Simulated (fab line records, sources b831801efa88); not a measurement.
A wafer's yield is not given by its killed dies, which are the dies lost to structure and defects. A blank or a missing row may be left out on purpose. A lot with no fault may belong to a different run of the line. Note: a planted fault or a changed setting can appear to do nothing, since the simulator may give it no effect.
Which of the tools did it?    flow gf180mcu    Sampling: 6 lots, 18 wafers, 2 of 602 route steps

WHAT EACH GAUGE READ, for each wafer
GF_LVPWELL_OVL_MEAS_07.
lot   measured     on          LVPWELL_OVL (nm)
L650  day 4 06:47  overlay-02  0.9 1.9 0.4
L653  day 4 23:33  overlay-02  -1.2 1.0 1.1
L656  day 5 19:05  overlay-01  0.3 0.1 0.4
L659  day 6 11:56  overlay-01  2.7 1.8 2.8
L661  day 6 20:16  overlay-01  2.2 3.6 3.3
L666  day 8 00:46  overlay-01  2.1 1.7 3.7

WHICH TOOL RAN EACH LOT (tool, then ch and the chambers of the sampled wafers, then the start)
lot   GF_NWELL_STRIP_10
L650  plasma_asher-02 ch 1, day 3 17:40
L653  plasma_asher-01 ch 0,1, day 4 09:53
L656  plasma_asher-01 ch 0,1, day 5 04:13
L659  plasma_asher-01 ch 0,1, day 5 21:43
L661  plasma_asher-04 ch 0,1, day 6 05:14
L666  plasma_asher-01 ch 0,1, day 7 09:15
- GF_NWELL_STRIP_10: strips in O2/N2.

THE ANSWER, worked out from the rows above alone
Rule: the lots themselves supply what counts as usual. The widest of any qualifying gaps counts: lots, ordered by their means at a reading, are off when they make up no more than a third of the lots, leave a main group of 4 or more, and stand apart from it by 3 or more times the standard deviation of that group's means. Not used: any main group whose means are identical at the precision the tables above print for the reading. A lot without any number at a reading at which 4 lots or more have one is off too. Where the step has rows for the other lots, those lots are counted as sound.
None of the lots is off at any reading shown; this tells nothing.

WHAT THE SIMULATOR HAD INSERTED
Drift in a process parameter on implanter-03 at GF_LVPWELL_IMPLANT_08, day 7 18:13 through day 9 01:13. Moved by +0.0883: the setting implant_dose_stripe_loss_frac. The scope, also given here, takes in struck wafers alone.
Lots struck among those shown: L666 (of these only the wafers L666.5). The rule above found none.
